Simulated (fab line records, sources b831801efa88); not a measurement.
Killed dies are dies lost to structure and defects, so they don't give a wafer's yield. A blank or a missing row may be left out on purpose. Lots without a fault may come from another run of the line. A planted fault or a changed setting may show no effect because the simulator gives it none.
Which tool did it? | flow gf180mcu | 24 lots, 72 wafers sampled, at 6 steps of a route of 602

WHAT THE GAUGES READ, wafer by wafer
GF_V5_OVL_MEAS_15.
lot  | measured     | on         | V5_OVL (nm)
L074 | day 27 04:50 | overlay-01 | -11 -7 -4
L075 | day 27 07:44 | overlay-02 | -5 -9 -10
L076 | day 27 19:01 | overlay-01 | -10 -1 -6
L077 | day 28 12:23 | overlay-02 | 0 -2 -4
L078 | day 28 15:55 | overlay-02 | -3 7 0
L079 | day 28 22:49 | overlay-02 | -7 -6 0
L080 | day 29 04:26 | overlay-01 | -4 2 -2
L081 | day 29 13:16 | overlay-01 | 6 -3 -3
L082 | day 29 17:07 | overlay-01 | -4 -9 -6
L083 | day 29 20:34 | overlay-01 | -3 -9 -6
L084 | day 30 06:40 | overlay-02 | -3 -4 -6
L085 | day 30 19:14 | overlay-01 | -6 -13 -10
L086 | day 31 01:37 | overlay-02 | -8 -3 0
L087 | day 31 03:50 | overlay-01 | -2 -4 4
L088 | day 31 06:56 | overlay-02 | 3 -7 -7
L089 | day 31 17:37 | overlay-02 | 2 -3 -6
L090 | day 31 20:16 | overlay-01 | 0 -10 -4
L091 | day 32 02:44 | overlay-01 | -15 -3 -12
L092 | day 32 11:14 | overlay-01 | 2 -8 3
L093 | day 32 12:10 | overlay-01 | -2 -4 -3
L094 | day 32 18:40 | overlay-01 | -3 1 -2
L095 | day 33 02:07 | overlay-01 | -3 -6 -2
L096 | day 33 03:14 | overlay-02 | -8 -8 -5
L097 | day 33 12:23 | overlay-01 | -6 -4 3

GF_PASSIVATION_THK_MEAS_03.
lot  | measured     | on            | PASSIVATION_CVD_02_THK (nm)
L074 | day 28 03:36 | film_metro-04 | 711 710 713
L075 | day 28 07:04 | film_metro-04 | 706 706 706
L076 | day 28 17:57 | film_metro-04 | 703 698 702
L077 | day 29 10:43 | film_metro-03 | 689 712 699
L078 | day 29 14:05 | film_metro-01 | 698 693 692
L079 | day 29 20:46 | film_metro-04 | 692 701 702
L080 | day 30 01:14 | film_metro-01 | 676 700 723
L081 | day 30 10:50 | film_metro-01 | 684 702 716
L082 | day 30 15:06 | film_metro-03 | 686 698 704
L083 | day 30 17:53 | film_metro-01 | 697 705 708
L084 | day 31 03:26 | film_metro-04 | 688 698 707
L085 | day 31 16:12 | film_metro-04 | 705 696 696
L086 | day 31 21:20 | film_metro-03 | 713 709 710
L087 | day 31 23:28 | film_metro-01 | 697 704 706
L088 | day 32 03:32 | film_metro-01 | 709 719 707
L089 | day 32 12:55 | film_metro-03 | 695 717 690
L090 | day 32 15:33 | film_metro-03 | 697 707 705
L091 | day 32 22:49 | film_metro-03 | 680 686 699
L092 | day 33 06:12 | film_metro-01 | 694 703 702
L093 | day 33 07:26 | film_metro-04 | 684 689 710
L094 | day 33 13:13 | film_metro-04 | 687 673 700
L095 | day 33 20:31 | film_metro-01 | 698 698 717
L096 | day 33 21:07 | film_metro-01 | 705 690 698
L097 | day 34 06:35 | film_metro-01 | 678 691 690

WHICH TOOL RAN EACH LOT (tool, then ch and the chambers of the sampled wafers, then the start)
lot  | GF_M2_SPUTTER_02             | GF_MIM_SPUTTER_03            | GF_M5_STRIP_11                       | GF_TOP_METAL_SPUTTER_04
L074 | pvd_sputter-02, day 18 06:38 | pvd_sputter-04, day 24 11:54 | plasma_asher-03 ch 0,1, day 26 07:08 | pvd_sputter-02, day 27 06:28
L075 | pvd_sputter-02, day 18 08:33 | pvd_sputter-02, day 24 15:01 | plasma_asher-01 ch 0,1, day 26 10:16 | pvd_sputter-02, day 27 09:20
L076 | pvd_sputter-02, day 19 00:02 | pvd_sputter-04, day 25 04:09 | plasma_asher-03 ch 0,1, day 26 21:26 | pvd_sputter-01, day 27 20:37
L077 | pvd_sputter-03, day 19 18:28 | pvd_sputter-04, day 25 21:01 | plasma_asher-03 ch 0,1, day 27 15:34 | pvd_sputter-03, day 28 14:01
L078 | pvd_sputter-02, day 19 23:54 | pvd_sputter-03, day 26 00:27 | plasma_asher-03 ch 0,1, day 27 18:14 | pvd_sputter-03, day 28 17:31
L079 | pvd_sputter-02, day 20 09:04 | pvd_sputter-02, day 26 08:59 | plasma_asher-01 ch 0, day 28 02:08   | pvd_sputter-02, day 29 00:26
L080 | pvd_sputter-02, day 20 15:36 | pvd_sputter-04, day 26 15:13 | plasma_asher-04 ch 0,1, day 28 08:11 | pvd_sputter-03, day 29 06:02
L081 | pvd_sputter-03, day 21 00:38 | pvd_sputter-03, day 27 00:16 | plasma_asher-04 ch 1, day 28 16:41   | pvd_sputter-02, day 29 14:54
L082 | pvd_sputter-02, day 21 08:00 | pvd_sputter-02, day 27 04:23 | plasma_asher-01 ch 0,1, day 28 21:00 | pvd_sputter-01, day 29 18:46
L083 | pvd_sputter-01, day 21 13:13 | pvd_sputter-04, day 27 08:13 | plasma_asher-03 ch 0,1, day 29 00:29 | pvd_sputter-02, day 29 22:11
L084 | pvd_sputter-02, day 22 00:29 | pvd_sputter-04, day 27 18:36 | plasma_asher-03 ch 0,1, day 29 10:26 | pvd_sputter-03, day 30 08:22
L085 | pvd_sputter-03, day 22 17:14 | pvd_sputter-03, day 28 08:37 | plasma_asher-01 ch 0,1, day 29 23:34 | pvd_sputter-03, day 30 21:16
L086 | pvd_sputter-01, day 22 21:15 | pvd_sputter-03, day 28 15:21 | plasma_asher-01 ch 0,1, day 30 05:59 | pvd_sputter-01, day 31 03:14
L087 | pvd_sputter-02, day 23 03:02 | pvd_sputter-02, day 28 17:47 | plasma_asher-03 ch 0,1, day 30 08:37 | pvd_sputter-01, day 31 05:26
L088 | pvd_sputter-01, day 23 07:25 | pvd_sputter-03, day 28 21:25 | plasma_asher-03 ch 0,1, day 30 11:38 | pvd_sputter-03, day 31 08:58
L089 | pvd_sputter-03, day 23 18:50 | pvd_sputter-04, day 29 08:52 | plasma_asher-04 ch 0,1, day 30 22:32 | pvd_sputter-02, day 31 19:19
L090 | pvd_sputter-01, day 24 00:32 | pvd_sputter-04, day 29 12:19 | plasma_asher-03 ch 0,1, day 31 01:26 | pvd_sputter-01, day 31 22:40
L091 | pvd_sputter-02, day 24 08:16 | pvd_sputter-02, day 29 18:26 | plasma_asher-04 ch 0,1, day 31 08:10 | pvd_sputter-01, day 32 04:51
L092 | pvd_sputter-01, day 24 20:31 | pvd_sputter-02, day 30 05:33 | plasma_asher-03 ch 0,1, day 31 17:47 | pvd_sputter-02, day 32 12:54
L093 | pvd_sputter-01, day 24 22:01 | pvd_sputter-04, day 30 07:28 | plasma_asher-04 ch 0,1, day 31 18:29 | pvd_sputter-03, day 32 14:13
L094 | pvd_sputter-02, day 25 04:21 | pvd_sputter-04, day 30 12:45 | plasma_asher-04 ch 0,1, day 32 00:23 | pvd_sputter-02, day 32 20:16
L095 | pvd_sputter-03, day 25 17:13 | pvd_sputter-02, day 30 22:00 | plasma_asher-03 ch 0,1, day 32 08:38 | pvd_sputter-03, day 33 03:44
L096 | pvd_sputter-01, day 25 17:58 | pvd_sputter-02, day 30 23:25 | plasma_asher-01 ch 0,1, day 32 09:50 | pvd_sputter-02, day 33 04:52
L097 | pvd_sputter-01, day 26 01:56 | pvd_sputter-04, day 31 07:59 | plasma_asher-04 ch 0,1, day 32 18:59 | pvd_sputter-03, day 33 13:59
- GF_M2_SPUTTER_02: material AlCu, target thk 450 nm, time 23.9 s.
- GF_MIM_SPUTTER_03: material Ti, target thk 10 nm, time 6.7 s.
- GF_M5_STRIP_11: strips in O2/N2.
- GF_TOP_METAL_SPUTTER_04: material TiN, target thk 25 nm, time 20.8 s.

WHAT THE TOOLS THEMSELVES READ (means of the sampled wafers that have a number; where no wafer has one, the mark that the record gives instead)
GF_M2_SPUTTER_02.
lot  | tool           | throttle_valve_pct (%)
L074 | pvd_sputter-02 | 30.2
L075 | pvd_sputter-02 | 30.6
L076 | pvd_sputter-02 | 30.2
L077 | pvd_sputter-03 | 29.4
L078 | pvd_sputter-02 | 30.7
L079 | pvd_sputter-02 | 31.3
L080 | pvd_sputter-02 | 29.7
L081 | pvd_sputter-03 | 29.2
L082 | pvd_sputter-02 | 30.3
L083 | pvd_sputter-01 | 30.8
L084 | pvd_sputter-02 | 29.6
L085 | pvd_sputter-03 | 29.4
L086 | pvd_sputter-01 | 30.7
L087 | pvd_sputter-02 | 30.6
L088 | pvd_sputter-01 | 30.2
L089 | pvd_sputter-03 | 29.1
L090 | pvd_sputter-01 | 31.2
L091 | pvd_sputter-02 | 30.8
L092 | pvd_sputter-01 | 29.7
L093 | pvd_sputter-01 | 31.0
L094 | pvd_sputter-02 | 31.4
L095 | pvd_sputter-03 | 29.2
L096 | pvd_sputter-01 | 31.0
L097 | pvd_sputter-01 | 30.8

GF_MIM_SPUTTER_03.
lot  | tool           | throttle_valve_pct (%)
L074 | pvd_sputter-04 | 30.3
L075 | pvd_sputter-02 | 30.5
L076 | pvd_sputter-04 | 30.8
L077 | pvd_sputter-04 | 30.1
L078 | pvd_sputter-03 | 29.0
L079 | pvd_sputter-02 | 29.9
L080 | pvd_sputter-04 | 29.1
L081 | pvd_sputter-03 | 29.1
L082 | pvd_sputter-02 | 30.2
L083 | pvd_sputter-04 | 30.4
L084 | pvd_sputter-04 | 29.6
L085 | pvd_sputter-03 | 29.5
L086 | pvd_sputter-03 | 29.1
L087 | pvd_sputter-02 | 31.3
L088 | pvd_sputter-03 | 29.1
L089 | pvd_sputter-04 | 30.4
L090 | pvd_sputter-04 | 30.4
L091 | pvd_sputter-02 | 29.8
L092 | pvd_sputter-02 | 31.3
L093 | pvd_sputter-04 | 30.6
L094 | pvd_sputter-04 | 29.3
L095 | pvd_sputter-02 | 30.3
L096 | pvd_sputter-02 | 29.5
L097 | pvd_sputter-04 | 28.9

GF_M5_STRIP_11.
lot  | tool            | drypump_motor_current_A (A) | heater_power_w (W) | oes_product_au (a.u.) | strip_time_to_endpoint_s (s)
L074 | plasma_asher-03 | 5.9                         | 336                | 0.547                 | 7.63
L075 | plasma_asher-01 | 5.0                         | 322                | 0.545                 | 7.46
L076 | plasma_asher-03 | 5.9                         | 337                | 0.543                 | 7.51
L077 | plasma_asher-03 | 5.9                         | 337                | 0.547                 | 7.63
L078 | plasma_asher-03 | 6.0                         | 332                | 0.541                 | 7.61
L079 | plasma_asher-01 | 5.6                         | 415                | 0.543                 | 7.58
L080 | plasma_asher-04 | 6.1                         | 297                | 0.544                 | 7.54
L081 | plasma_asher-04 | 6.4                         | 337                | 0.543                 | 7.47
L082 | plasma_asher-01 | 5.0                         | 321                | 0.547                 | 7.52
L083 | plasma_asher-03 | 5.7                         | 344                | 0.543                 | 7.50
L084 | plasma_asher-03 | 5.9                         | 334                | 0.545                 | 7.51
L085 | plasma_asher-01 | 5.0                         | 320                | 0.549                 | 7.63
L086 | plasma_asher-01 | 5.1                         | 326                | 0.547                 | 7.60
L087 | plasma_asher-03 | 6.0                         | 334                | 0.547                 | 7.62
L088 | plasma_asher-03 | 6.0                         | 332                | 0.541                 | 7.43
L089 | plasma_asher-04 | 6.2                         | 309                | 0.542                 | 7.52
L090 | plasma_asher-03 | 5.9                         | 334                | 0.538                 | 7.43
L091 | plasma_asher-04 | 6.2                         | 320                | 0.545                 | 7.62
L092 | plasma_asher-03 | 5.7                         | 347                | 0.546                 | 7.56
L093 | plasma_asher-04 | 6.1                         | 296                | 0.542                 | 7.52
L094 | plasma_asher-04 | 6.1                         | 294                | 0.540                 | 7.48
L095 | plasma_asher-03 | 5.7                         | 343                | 0.543                 | 7.56
L096 | plasma_asher-01 | 5.4                         | 378                | 0.543                 | 7.55
L097 | plasma_asher-04 | 6.2                         | 310                | 0.539                 | 7.45

GF_TOP_METAL_SPUTTER_04.
lot  | tool           | throttle_valve_pct (%)
L074 | pvd_sputter-02 | 30.0
L075 | pvd_sputter-02 | 30.2
L076 | pvd_sputter-01 | 30.3
L077 | pvd_sputter-03 | 29.3
L078 | pvd_sputter-03 | 29.3
L079 | pvd_sputter-02 | 30.6
L080 | pvd_sputter-03 | 28.8
L081 | pvd_sputter-02 | 31.3
L082 | pvd_sputter-01 | 30.8
L083 | pvd_sputter-02 | 30.5
L084 | pvd_sputter-03 | 29.3
L085 | pvd_sputter-03 | 29.0
L086 | pvd_sputter-01 | 31.7
L087 | pvd_sputter-01 | 30.9
L088 | pvd_sputter-03 | 29.3
L089 | pvd_sputter-02 | 30.1
L090 | pvd_sputter-01 | 29.7
L091 | pvd_sputter-01 | 31.4
L092 | pvd_sputter-02 | 31.3
L093 | pvd_sputter-03 | 29.1
L094 | pvd_sputter-02 | 29.5
L095 | pvd_sputter-03 | 29.1
L096 | pvd_sputter-02 | 30.5
L097 | pvd_sputter-03 | 29.1

THE ANSWER, worked out from the rows above alone
Rule: what is usual is taken from the lots themselves. Put in order of their means at a reading, lots are off if they are a third of the lots or fewer, leave a main group of 4 or more, and stand apart from it by a gap of 3 or more times the standard deviation of the main group's means; of several such gaps the widest counts. A main group whose means are all the same, to the digits that the tables above print for the reading, isn't used. A lot without any number at a reading at which 4 lots or more have one is off too. The other lots that the step has rows for count as sound. The gauges are gone through in route order, then the tools' own readings, and for those a lot's mean is taken as printed above. The first step at which some lot is off is used, and at that step the reading that is off furthest; a lot without a number counts as furthest.
No lot is off at any reading shown: from this, nothing can be told.

WHAT THE SIMULATOR HAD PUT IN
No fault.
